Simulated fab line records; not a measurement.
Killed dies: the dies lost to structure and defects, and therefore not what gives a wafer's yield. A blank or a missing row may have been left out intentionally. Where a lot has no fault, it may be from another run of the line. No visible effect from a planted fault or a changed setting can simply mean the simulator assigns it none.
A single fault, viewed from 2 desks | flow gf180mcu | numbers are kept per desk, each desk with only its own; the story behind them comes last

FOR THE TOOL OWNER'S DESK: rieDiel-04
The tool's own readings at GF_V5_ETCH_16 (etches BARC in N2/H2): means of the sampled wafers that have a number, for each lot that ran on this tool. Any lot whose mean is over 4 standard deviations away from the usual mean is out of limits and marked OUT; that distance is given in the brackets.
Columns: A = chamberPressureMTorr at GF_V5_ETCH_16, usual 30.003 mTorr; B = drypumpMotorCurrentA at GF_V5_ETCH_16, usual 5.7 A; C = n2FlowSccm at GF_V5_ETCH_16, usual 100.0 sccm; D = oesProductAu at GF_V5_ETCH_16, usual 0.855 a.u.; E = throttleValvePct at GF_V5_ETCH_16, usual 13.224 %
lot  | first seen here | A                | B   | C     | D     | E
L990 | day 27 04:21    | 30.002           | 5.7 | 99.9  | 0.854 | 13.227
L993 | day 28 17:08    | 31.978 (+76) OUT | 5.7 | 100.1 | 0.858 | 13.227
Finding of this desk: L993 out of limits; the first was L993 at day 28 17:08, on chamberPressureMTorr at GF_V5_ETCH_16. L990 stayed within limits.

METROLOGY DESK
What the gauges read for every lot (on any tool): the sampled wafers with a number, averaged. Any lot whose mean is over 4 standard deviations away from the usual mean is out of limits and marked OUT; that distance is given in the brackets.
Columns: A = V5_BOW at GF_V5_BOW_MEAS_05, usual 133 um; B = cdNm at GF_V5_CD_MEAS_14, usual 260.6 nm; C = V5_OVL at GF_V5_OVL_MEAS_15, usual 8 nm
lot  | first seen here | A   | B     | C
L990 | day 26 07:37    | 123 | 259.5 | 17
L993 | day 27 20:38    | 129 | 261.0 | 4
L100 | day 29 21:46    | 132 | 258.9 | 13
L103 | day 30 15:14    | 140 | 260.1 | 1
L104 | day 31 06:18    | 140 | 259.1 | 6
Finding of this desk: none of the 5 lots has anything out of limits.

ALL TOGETHER
At day 28 17:08, on L993, the tool owner's desk was in a position to raise an alarm.
From the metrology desk's view, nothing was out of limits.
The metrology desk holds a record of L993, inside its limits.
Every lot named ran GF_V5_ETCH_16 on rieDiel-04.

WHAT THE SIMULATOR HAD INSERTED
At GF_V5_ETCH_16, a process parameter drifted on rieDiel-04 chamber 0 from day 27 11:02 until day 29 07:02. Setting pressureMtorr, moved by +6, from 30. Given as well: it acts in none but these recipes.
Shown lots that were struck: L993.
Hours from the fault's start to each desk's first reading out of limits: the tool owner's desk, 30.
